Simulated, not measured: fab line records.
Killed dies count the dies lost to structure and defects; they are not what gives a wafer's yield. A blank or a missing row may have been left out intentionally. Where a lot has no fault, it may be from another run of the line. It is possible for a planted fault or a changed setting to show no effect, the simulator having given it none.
fab line records	flow sky130
record: lots: 6	wafers: 18	lastDay: 49
route steps=708 shown METAL3@569 VIA3@573 PAD_OPEN@708
lots untouched by any fault: they come from a run of this same line in which no faults occurred
startH: the number of hours between the record's first day and the start of the first shown wafer of the lot	waitH: hours since the lot's step before	" identical to the entry in the row above	L1.1+2: several wafers, shown together as one row	- no value, or no start given	* or withheld: withheld	< > ~ a bound
route shown NAME@n: NAME is a module with steps in the file, n the number in the route of the first one	usual: average and standard deviation across the fault-free wafers	same: alike in all rows	chamber/n: place in a boat	sites: per-site readings	_std_site: how widely they spread, as a standard deviation	_edge_site: inner sites' mean taken away from outer sites' mean	radiusMm: how far each site lies from the wafer's centre	mask NAME#n: copy n	behind: the last tool/chamber to shape the wafer	hold: the reason the lot was held/the length of the hold in hours/how it ended	device: transistor that didn't switch, given as n, p or np	end of line: the tests these same wafers got at the end of their route	a step without rows: its recipe alone	killed: dies that structure and defects cost at the first sort, which is not the same as the wafer's yield	map: the dies of a wafer, with x for killed, . for not killed, _ for no die there
set.NAME: setting as actually run; set.NAME@STEP: the setting as run at that earlier step	model.NAME: the simulator's own value behind a step, which no gauge read
a table for each step, a row for each wafer; lots at some steps of the route
services: when a tool's chamber went out of use (startH, in hours from the record's first day, below 0 if earlier), for how many hours, and the reason
== steps ==
step: SKY_METAL3_STRIP_19
recipe: chemistry: O2/N2	powerW: 1400	pressureMtorr: 1500	platenTempC: withheld	o2FlowSccm: 3000	n2FlowSccm: 300	overashFraction: 0.5
usual: drypumpMotorCurrentA: 5.8/0.48	oesProductAu: 0.501/0.0055	stripTimeToEndpointS: 6.52/0.072
lot.wafer	tool	chamber	startH	waitH	drypumpMotorCurrentA	oesProductAu	rfHoursCounterH	stripTimeToEndpointS
L523.1	plasmaAsher-02	1	936.61	0.3	5.7	0.496	71	6.58
L523.2	"	0	"	"	5.4	0.501	71	6.52
L523.6	"	0	"	"	5.4	0.496	-	6.51
L528.2	plasmaAsher-02	1	971.89	0.1	5.6	0.508	75	6.61
L528.5	"	1	"	"	5.7	0.502	-	6.63
L528.6	"	0	"	"	5.4	0.510	-	6.66
L531.2	plasmaAsher-03	1	997.18	0.1	5.3	0.495	120	6.43
L531.4	"	0	"	"	6.4	0.500	-	6.37
L531.5	"	0	"	"	6.4	0.502	-	6.43
L533.2	plasmaAsher-02	1	1004.23	0.1	5.7	0.504	78	6.56
L533.3	"	0	"	"	5.4	0.503	-	6.53
L533.4	"	1	"	"	5.6	0.502	-	6.55
L537.4	plasmaAsher-02	0	1030.91	0.1	5.4	0.503	-	6.57
L537.5	"	1	"	"	5.7	0.504	-	6.52
L537.6	"	0	"	"	5.4	0.504	-	6.56
L538.3	plasmaAsher-03	0	1038.12	0.1	6.4	0.497	-	6.46
L538.5	"	1	"	"	5.3	0.504	-	6.53
L538.6	"	0	"	"	6.4	0.498	-	6.56
step: SKY_METAL3_STRIP_20
recipe: chemistry: postEtchResidueRemover	timeS: 1200	tempC: 72.5
step: SKY_METAL3_CLEAN_21
recipe: chemistry: IPA	timeS: 180	tempC: 25
step: SKY_METAL3_CLEAN_22
recipe: chemistry: O3/DIW	dry: n2Spin
step: SKY_VIA3_HDPCVD_00
recipe: material: SiO2	targetThkNm: 1635	sigmaOpenFrac: 0.3	timeS: 272.5	tempC: 400	sih4FlowSccm: 60	pressureMtorr: 6
step: SKY_VIA3_THK_MEAS_01
recipe: reads: SiO2_of_VIA3_HDPCVD_00
usual: VIA3_HDPCVD_THK: 1640/13
lot.wafer	tool	chamber	startH	waitH	VIA3_HDPCVD_THK[nm]
L523.1	filmMetro-02	-	937.40	0.1	1649
L523.2	"	-	"	"	1636
L523.6	"	-	"	"	1658
L528.2	filmMetro-04	-	972.71	0.1	1678
L528.5	"	-	"	"	1638
L528.6	"	-	"	"	1680
L531.2	filmMetro-04	-	997.99	0.1	1624
L531.4	"	-	"	"	1641
L531.5	"	-	"	"	1651
L533.2	filmMetro-01	-	1005.05	0.1	1647
L533.3	"	-	"	"	1655
L533.4	"	-	"	"	1648
L537.4	filmMetro-04	-	1031.74	0.0	1622
L537.5	"	-	"	"	1623
L537.6	"	-	"	"	1606
L538.3	filmMetro-04	-	1039.42	0.1	1626
L538.5	"	-	"	"	1641
L538.6	"	-	"	"	1629
step: SKY_VIA3_CMP_02
recipe: material: SiO2	downForcePsi: 4	platenRpm: 60	padVelocityMS: 0.94248
usual: motorCurrentA: 12.4/0.85
lot.wafer	tool	chamber	startH	waitH	motorCurrentA
L523.1	cmp-02	0	937.51	0.1	12.4
L523.2	"	1	"	"	11.3
L523.6	"	0	"	"	12.5
L528.2	cmp-02	2	973.04	0.3	11.7
L528.5	"	3	"	"	13.3
L528.6	"	0	"	"	12.3
L531.2	cmp-01	2	998.04	0.0	11.7
L531.4	"	3	"	"	11.9
L531.5	"	3	"	"	12.2
L533.4	cmp-02	0	1005.10	0.0	12.7
L533.3	"	1	"	"	10.9
L533.2	"	3	"	"	12.7
L537.4	cmp-01	0	1032.11	0.4	12.8
L537.6	"	1	"	"	12.9
L537.5	"	2	"	"	11.0
L538.3	cmp-01	2	1039.67	0.2	12.2
L538.5	"	2	"	"	11.7
L538.6	"	3	"	"	11.2
step: SKY_VIA3_BOW_MEAS_03
recipe: mode: bow
usual: VIA3_BOW: 80/7.6
lot.wafer	tool	chamber	startH	waitH	VIA3_BOW[um]
L523.1	filmMetro-01	-	937.76	0.2	82
L523.2	"	-	"	"	88
L523.6	"	-	"	"	81
L528.2	filmMetro-04	-	973.21	0.1	77
L528.5	"	-	"	"	81
L528.6	"	-	"	"	66
L531.2	filmMetro-02	-	998.36	0.3	71
L531.4	"	-	"	"	85
L531.5	"	-	"	"	87
L533.2	filmMetro-04	-	1005.42	0.1	79
L533.3	"	-	"	"	77
L533.4	"	-	"	"	77
L537.4	filmMetro-02	-	1032.32	0.2	64
L537.5	"	-	"	"	74
L537.6	"	-	"	"	73
L538.3	filmMetro-01	-	1040.01	0.3	80
L538.5	"	-	"	"	86
L538.6	"	-	"	"	83
step: SKY_VIA3_DEHYDRATE_04
recipe: tempC: 200	timeS: 60
step: SKY_VIA3_HMDS_05
recipe: primeTimeS: 60	primeTempC: 120
step: SKY_VIA3_COAT_06
recipe: resist: BARC	tempC: withheld	timeS: withheld	spinRpm: 3000	resistThkNm: 60
step: SKY_VIA3_COAT_07
recipe: resist: KrF-thick	spinRpm: 3000	resistThkNm: 450
step: SKY_VIA3_SOFTBAKE_08
recipe: tempC: 100	timeS: 90	resist: KrF-thick
usual: exhaustPa: 45.0/0.95	heaterPowerTotalW: 57.35/0.12	plateTempC: 100.01/0.13
lot.wafer	tool	chamber	startH	waitH	exhaustPa	heaterPowerTotalW	plateTempC
L523.1	lithoTrack-03	0	950	-	43.2	57.35	99.89
L523.2	"	0	"	"	43.5	57.50	99.84
L523.6	"	0	"	"	43.8	57.38	99.81
L528.2	lithoTrack-02	0	984	-	43.8	57.42	99.88
L528.5	"	0	"	"	44.1	57.41	100.04
L528.6	"	0	"	"	44.0	57.48	99.87
L531.2	lithoTrack-03	0	1009	-	45.6	55.97	98.38
L531.4	"	0	"	"	45.8	56.04	98.37
L531.5	"	0	"	"	46.6	56.14	98.38
L533.2	lithoTrack-03	0	1016	-	44.1	55.98	98.43
L533.3	"	0	"	"	43.6	56.05	98.55
L533.4	"	0	"	"	43.4	56.05	98.65
L537.4	lithoTrack-02	0	1043	-	46.6	57.18	100.08
L537.5	"	0	"	"	44.5	57.30	99.97
L537.6	"	0	"	"	45.0	57.30	99.94
L538.3	lithoTrack-01	0	1050	-	45.8	57.51	100.09
L538.5	"	0	"	"	46.6	57.44	99.93
L538.6	"	0	1051	-	47.6	57.35	100.13
step: SKY_VIA3_EXPOSE_09
recipe: maskId: VIM3	na: 0.8	sourceShape: annular	sigmaInner: 0.55	sigmaOuter: 0.85	targetCdNm: 200	doseMj: 38
step: SKY_PAD_OPEN_PROBE_99
usual: defectLimitedYield: 82.6/1.9	killed_at_M0_to_M3: 43/6.5	killed_at_M4_up: 3.2/1.8	killedAtContacts: 24/5	killedAtFrontEnd: 15/4.1	killedAtOther: 0.3/0.54	killedDies: 85/9.3	killedOpen: 47/7.2	killedShort: 39/5.9	sort_bin_3_pad_short: 0.9/0.4	sort_bin_5_function: 10.3/1.5	sort_bin_6_memory: 6.2/1.2	sortNPass: 407/9.3	sortYieldPct: 82.6/1.9
same: grossDies: 492	killedAtBackSide: 0	sort_bin_4_leakage[%]: 0	sort_bin_8_speed[%]: 0
lot.wafer	tool	chamber	startH	waitH	defectLimitedYield[%]	killed_at_M0_to_M3	killed_at_M4_up	killedAtContacts	killedAtFrontEnd	killedAtOther	killedDies	killedOpen	killedShort	sort_bin_3_pad_short[%]	sort_bin_5_function[%]	sort_bin_6_memory[%]	sortNPass	sortYieldPct[%]
L523.1	prober-01	-	1104.18	0.1	81.9	47	3	26	13	0	89	52	37	0.8	11.0	6.3	403	81.9
L523.2	prober-01	-	1104.23	0.1	86.2	35	4	18	11	0	68	40	28	0.2	8.7	4.9	424	86.2
L523.6	prober-01	-	1104.43	0.2	81.9	43	6	21	19	0	89	39	50	0.4	11.4	6.3	403	81.9
L528.2	prober-02	-	1132.31	0.1	85.6	44	2	13	12	0	71	33	38	0	8.9	5.5	421	85.6
L528.5	prober-02	-	1132.46	0.2	83.3	50	2	20	10	0	82	48	34	0.8	12.0	3.9	410	83.3
L528.6	prober-02	-	1132.51	0.2	84.6	46	5	11	14	0	76	37	39	1.4	8.5	5.5	416	84.6
L531.2	prober-01	-	1152.51	0.1	82.5	49	2	18	17	0	86	46	40	1.0	11.4	5.1	406	82.5
L531.4	prober-01	-	1152.61	0.2	81.1	43	4	29	16	1	93	41	51	1.0	11.6	6.3	399	81.1
L531.5	prober-01	-	1152.66	0.2	78.7	54	2	25	24	0	105	49	56	0.6	13.6	7.1	387	78.7
L533.2	prober-02	-	1157.66	0.1	87.2	31	2	22	8	0	63	33	30	0.6	7.1	5.1	429	87.2
L533.3	prober-02	-	1157.71	0.2	81.3	39	2	32	19	0	92	56	36	1.0	12.0	5.7	400	81.3
L533.4	prober-02	-	1157.76	0.2	84.6	39	4	18	15	0	76	38	38	0.4	9.3	5.7	416	84.6
L537.4	prober-01	-	1179.14	0.2	81.1	46	3	25	19	0	93	55	38	0.6	11.4	6.9	399	81.1
L537.5	prober-01	-	1179.19	0.2	82.1	46	1	23	18	0	88	44	44	1.2	10.8	5.9	404	82.1
L537.6	prober-01	-	1179.24	0.2	85.8	29	3	20	18	0	70	41	29	0.4	9.1	4.7	422	85.8
L538.3	prober-02	-	1184.33	0.2	82.3	55	2	16	13	1	87	58	29	0.2	10.6	6.9	405	82.3
L538.5	prober-02	-	1184.43	0.2	81.5	53	2	21	14	1	91	51	40	0.4	12.0	6.1	401	81.5
L538.6	prober-02	-	1184.48	0.2	82.7	44	0	21	20	0	85	48	37	0.8	10.8	5.7	407	82.7
killed by level:class
L523.1 VIA1:geometricParticle:open=14 CONTACT:geometricParticle:open=10 VIA3:geometricParticle:open=8 VIA1:geometricParticle:short=7 LI_CONTACT:geometricParticle:open=5 POLY_GATE:geometricParticle:open=4 POLY_GATE:geometricParticle:short=4 LOCAL_INTERCONNECT:geometricParticle:short=4
L523.2 VIA1:geometricParticle:open=9 LI_CONTACT:geometricParticle:open=6 CONTACT:geometricParticle:open=6 VIA2:geometricParticle:open=4 CONTACT:geometricParticle:short=4 FIELD_ISO:geometricParticle:open=3 POLY_GATE:geometricParticle:short=3 METAL1:geometricParticle:open=3
L523.6 VIA1:geometricParticle:open=9 VIA3:geometricParticle:open=7 LOCAL_INTERCONNECT:geometricParticle:short=7 POLY_GATE:geometricParticle:short=6 FIELD_ISO:geometricParticle:short=5 CONTACT:geometricParticle:open=5 CONTACT:geometricParticle:short=5 VIA1:geometricParticle:short=5
L528.2 VIA1:geometricParticle:open=8 METAL2:geometricParticle:short=7 VIA3:geometricParticle:open=6 VIA2:geometricParticle:open=5 VIA2:geometricParticle:short=4 LI_CONTACT:geometricParticle:open=4 CONTACT:geometricParticle:open=4 VIA3:geometricParticle:short=4
L528.5 VIA1:geometricParticle:open=12 CONTACT:geometricParticle:open=10 METAL2:geometricParticle:short=9 VIA3:geometricParticle:open=7 VIA2:geometricParticle:open=6 LI_CONTACT:geometricParticle:open=5 FIELD_ISO:geometricParticle:short=4 METAL1:geometricParticle:short=4
L528.6 VIA3:geometricParticle:open=10 VIA2:geometricParticle:open=9 FIELD_ISO:geometricParticle:short=7 VIA1:geometricParticle:short=5 METAL2:geometricParticle:short=5 VIA2:geometricParticle:short=5 LOCAL_INTERCONNECT:geometricParticle:short=4 VIA1:geometricParticle:open=4
L531.2 METAL1:geometricParticle:short=10 VIA2:geometricParticle:open=8 CONTACT:geometricParticle:open=8 VIA1:geometricParticle:open=7 VIA3:geometricParticle:open=6 FIELD_ISO:geometricParticle:open=5 POLY_GATE:geometricParticle:short=5 POLY_GATE:geometricParticle:open=4
L531.4 CONTACT:geometricParticle:short=9 LOCAL_INTERCONNECT:geometricParticle:short=8 LI_CONTACT:geometricParticle:open=6 CONTACT:geometricParticle:open=6 VIA1:geometricParticle:open=6 VIA2:geometricParticle:open=6 METAL3:geometricParticle:short=6 POLY_GATE:geometricParticle:open=5
L531.5 VIA2:geometricParticle:open=10 CONTACT:geometricParticle:open=8 VIA1:geometricParticle:open=8 METAL1:geometricParticle:short=7 METAL2:geometricParticle:short=6 CONTACT:geometricParticle:short=6 VIA1:geometricParticle:short=6 FIELD_ISO:geometricParticle:open=5
L533.2 VIA1:geometricParticle:open=9 CONTACT:geometricParticle:open=8 LI_CONTACT:geometricParticle:open=6 LI_CONTACT:geometricParticle:short=4 VIA1:geometricParticle:short=4 METAL1:geometricParticle:short=4 VIA2:geometricParticle:open=4 METAL2:geometricParticle:short=3
L533.3 CONTACT:geometricParticle:open=11 LI_CONTACT:geometricParticle:open=9 VIA1:geometricParticle:open=9 FIELD_ISO:geometricParticle:open=8 VIA3:geometricParticle:open=7 LI_CONTACT:geometricParticle:short=6 VIA3:geometricParticle:short=5 METAL2:geometricParticle:short=5
L533.4 VIA3:geometricParticle:open=6 CONTACT:geometricParticle:open=6 VIA2:geometricParticle:open=6 VIA1:geometricParticle:open=5 METAL1:geometricParticle:short=5 FIELD_ISO:geometricParticle:open=4 POLY_GATE:geometricParticle:short=4 VIA1:geometricParticle:short=4
L537.4 VIA1:geometricParticle:open=16 CONTACT:geometricParticle:open=9 LI_CONTACT:geometricParticle:open=7 VIA1:geometricParticle:short=7 POLY_GATE:geometricParticle:short=5 METAL1:geometricParticle:short=5 VIA3:geometricParticle:open=5 FIELD_ISO:geometricParticle:short=4
L537.5 METAL2:geometricParticle:short=9 VIA1:geometricParticle:open=9 LI_CONTACT:geometricParticle:open=8 CONTACT:geometricParticle:open=8 METAL1:geometricParticle:short=7 VIA2:geometricParticle:open=5 POLY_GATE:geometricParticle:short=5 VIA1:geometricParticle:short=5
L537.6 LI_CONTACT:geometricParticle:open=8 VIA3:geometricParticle:open=7 VIA1:geometricParticle:open=6 POLY_GATE:geometricParticle:short=5 CONTACT:geometricParticle:open=5 FIELD_ISO:geometricParticle:short=3 SPACER:geometricParticle:open=3 LI_CONTACT:geometricParticle:short=3
L538.3 VIA3:geometricParticle:open=13 VIA1:geometricParticle:open=13 CONTACT:geometricParticle:open=6 CONTACT:geometricParticle:short=5 VIA2:geometricParticle:open=5 FIELD_ISO:geometricParticle:open=4 SPACER:geometricParticle:open=4 LI_CONTACT:geometricParticle:open=4
L538.5 VIA1:geometricParticle:open=15 CONTACT:geometricParticle:open=8 VIA3:geometricParticle:open=8 LI_CONTACT:geometricParticle:open=6 VIA1:geometricParticle:short=6 METAL2:geometricParticle:short=5 FIELD_ISO:geometricParticle:short=4 POLY_GATE:geometricParticle:short=4
L538.6 VIA1:geometricParticle:open=10 CONTACT:geometricParticle:open=8 LI_CONTACT:geometricParticle:open=7 VIA3:geometricParticle:open=6 FIELD_ISO:geometricParticle:short=5 POLY_GATE:geometricParticle:open=5 VIA1:geometricParticle:short=5 VIA2:geometricParticle:open=5
== services ==
tool	chamber	startH	hours	kind
cmp-01	-	915.66	0.9	repair
cmp-02	-	916.00	-	consumableReplace:conditioner
cmp-02	-	916.00	-	consumableReplace:pad
cmp-02	-	932.20	0.3	repair
cmp-02	-	953.90	5.0	pm
cmp-02	-	963.25	2.3	repair
plasmaAsher-02	-	972.14	2.8	pm
cmp-01	-	972.18	6.4	pm
cmp-01	-	992.53	2.1	repair
cmp-02	-	1038.29	5.9	pm
== key ==
firstSign: step: SKY_VIA3_SOFTBAKE_08	reading: plateTempC	direction: down	sigmas: 12	usual: *	struck: *
effect: step: SKY_VIA3_SOFTBAKE_08	reading: heaterPowerTotalW	direction: down	sigmas: 11	usual: *	struck: *
metAt SKY_VIA3_SOFTBAKE_08
struckWafers L531.2,L531.4,L531.5,L533.2,L533.3,L533.4
onsetBetween 950 1009
fault: kind: processParameterDrift	tool: lithoTrack-03	chamber: -	onsetH: 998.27	steps: SKY_VIA3_SOFTBAKE_08	channel: tempC	offset: *	shape: step	endH: 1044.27	actsIn: *	stated: *
